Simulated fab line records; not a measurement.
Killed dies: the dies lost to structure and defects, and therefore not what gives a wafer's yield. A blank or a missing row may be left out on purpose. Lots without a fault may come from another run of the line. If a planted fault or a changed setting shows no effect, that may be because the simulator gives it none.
Which tool is to blame? || flow gf180mcu || 33 wafers from 11 lots sampled at 2 of the route's 602 steps

## WHAT THE GAUGES READ, wafer by wafer
GF_V2_THK_MEAS_25: measures by xrf.
{"lot": "L816", "measured": "day 21 05:22", "on": "film_metro-04", "V2_W_THK (nm)": "355 348 352"}
{"lot": "L817", "measured": "day 21 13:07", "on": "film_metro-02", "V2_W_THK (nm)": "355 353 348"}
{"lot": "L820", "measured": "day 22 09:19", "on": "film_metro-01", "V2_W_THK (nm)": "359 362 362"}
{"lot": "L822", "measured": "day 23 04:14", "on": "film_metro-01", "V2_W_THK (nm)": "358 359 355"}
{"lot": "L824", "measured": "day 24 02:31", "on": "film_metro-02", "V2_W_THK (nm)": "355 350 349"}
{"lot": "L826", "measured": "day 24 21:49", "on": "film_metro-01", "V2_W_THK (nm)": "358 359 360"}
{"lot": "L827", "measured": "day 25 06:08", "on": "film_metro-04", "V2_W_THK (nm)": "353 354 357"}
{"lot": "L832", "measured": "day 26 17:05", "on": "film_metro-02", "V2_W_THK (nm)": "347 349 352"}
{"lot": "L833", "measured": "day 26 19:19", "on": "film_metro-04", "V2_W_THK (nm)": "352 352 344"}
{"lot": "L836", "measured": "day 27 16:20", "on": "film_metro-01", "V2_W_THK (nm)": "354 354 349"}
{"lot": "L837", "measured": "day 28 01:50", "on": "film_metro-04", "V2_W_THK (nm)": "352 357 349"}

## EACH LOT AND THE TOOL THAT RAN IT (in order: tool; ch and the chambers of the sampled wafers; start)
{"lot": "L816", "GF_V2_STRIP_18": "plasma_asher-04 ch 0,1, day 21 04:29"}
{"lot": "L817", "GF_V2_STRIP_18": "plasma_asher-04 ch 0,1, day 21 12:14"}
{"lot": "L820", "GF_V2_STRIP_18": "plasma_asher-02 ch 0,1, day 22 08:25"}
{"lot": "L822", "GF_V2_STRIP_18": "plasma_asher-02 ch 0,1, day 23 03:22"}
{"lot": "L824", "GF_V2_STRIP_18": "plasma_asher-02 ch 0,1, day 24 01:40"}
{"lot": "L826", "GF_V2_STRIP_18": "plasma_asher-02 ch 0, day 24 20:58"}
{"lot": "L827", "GF_V2_STRIP_18": "plasma_asher-04 ch 0,1, day 25 05:16"}
{"lot": "L832", "GF_V2_STRIP_18": "plasma_asher-02 ch 0,1, day 26 16:10"}
{"lot": "L833", "GF_V2_STRIP_18": "plasma_asher-03 ch 0,1, day 26 18:19"}
{"lot": "L836", "GF_V2_STRIP_18": "plasma_asher-04 ch 0,1, day 27 15:26"}
{"lot": "L837", "GF_V2_STRIP_18": "plasma_asher-03 ch 0,1, day 28 00:56"}
- GF_V2_STRIP_18: strips in O2/N2.

## THE ANSWER, worked out from the rows above alone
Rule: the usual values come from the lots themselves. The widest of any qualifying gaps counts: lots, ordered by their means at a reading, are off when they make up no more than a third of the lots, leave a main group of 4 or more, and stand apart from it by 3 or more times the standard deviation of that group's means. A main group is skipped when, at the precision printed for the reading in the tables above, its means are all equal. Also off: a lot with no number at a reading for which 4 or more lots have one. All remaining lots with rows at the step are treated as sound.
Nothing can be told from this: no lot is off at any reading shown.

## WHAT THE SIMULATOR HAD PUT IN
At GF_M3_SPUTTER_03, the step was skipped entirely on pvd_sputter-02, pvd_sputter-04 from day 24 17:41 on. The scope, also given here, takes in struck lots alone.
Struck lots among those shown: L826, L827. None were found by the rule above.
